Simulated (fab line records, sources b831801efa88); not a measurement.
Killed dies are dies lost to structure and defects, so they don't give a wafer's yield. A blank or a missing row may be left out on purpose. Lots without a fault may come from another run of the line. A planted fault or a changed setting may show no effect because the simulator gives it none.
Which tool did it? | flow sfq_line | 7 lots, 21 wafers sampled, at 2 steps of a route of 325

WHAT THE GAUGES READ, wafer by wafer
SFQ_I5_OVL_MEAS_936.
lot  | measured     | on         | I5_OVL (nm)
L273 | day 70 11:14 | overlay-02 | 6 5 8
L275 | day 71 08:13 | overlay-01 | 1 -5 -1
L278 | day 73 18:23 | overlay-01 | 0 -3 8
L280 | day 74 16:15 | overlay-02 | 5 5 5
L282 | day 78 08:32 | overlay-02 | 0 -1 -8
L284 | day 79 08:33 | overlay-02 | - - -
L288 | day 80 02:40 | overlay-01 | 2 -3 9

WHICH TOOL RAN EACH LOT (tool, then ch and the chambers of the sampled wafers, then the start)
lot  | SFQ_TRILAYER_M0_LITHO_EXPOSE_022
L273 | krf_scanner-01 ch 0, day 12 19:10
L275 | krf_scanner-02 ch 0, day 14 00:41
L278 | krf_scanner-02 ch 0, day 15 08:41
L280 | krf_scanner-01 ch 0, day 16 04:46
L282 | krf_scanner-02 ch 0, day 17 02:17
L284 | krf_scanner-02, day 17 12:17
L288 | krf_scanner-01 ch 0, day 18 14:37
- SFQ_TRILAYER_M0_LITHO_EXPOSE_022: exposes mask M0, target cd 500 nm.

THE ANSWER, worked out from the rows above alone
Rule: what is usual is taken from the lots themselves. Put in order of their means at a reading, lots are off if they are a third of the lots or fewer, leave a main group of 4 or more, and stand apart from it by a gap of 3 or more times the standard deviation of the main group's means; of several such gaps the widest counts. A main group whose means are all the same, to the digits that the tables above print for the reading, isn't used. A lot without any number at a reading at which 4 lots or more have one is off too. The other lots that the step has rows for count as sound.
Off: L284, at SFQ_I5_OVL_MEAS_936 (I5_OVL). Without a number there: L284. The main group: mean 2 nm, standard deviation 3.3.
A tool fits if, at a process step before that reading, it ran every lot that is off, and no sound lot after the first of them. The gauges at SFQ_I5_OVL_MEAS_936 are tried like those tools. Can't be told from this: 2 tools fit, krf_scanner-02 at SFQ_TRILAYER_M0_LITHO_EXPOSE_022, overlay-02 at SFQ_I5_OVL_MEAS_936.

WHAT THE SIMULATOR HAD PUT IN
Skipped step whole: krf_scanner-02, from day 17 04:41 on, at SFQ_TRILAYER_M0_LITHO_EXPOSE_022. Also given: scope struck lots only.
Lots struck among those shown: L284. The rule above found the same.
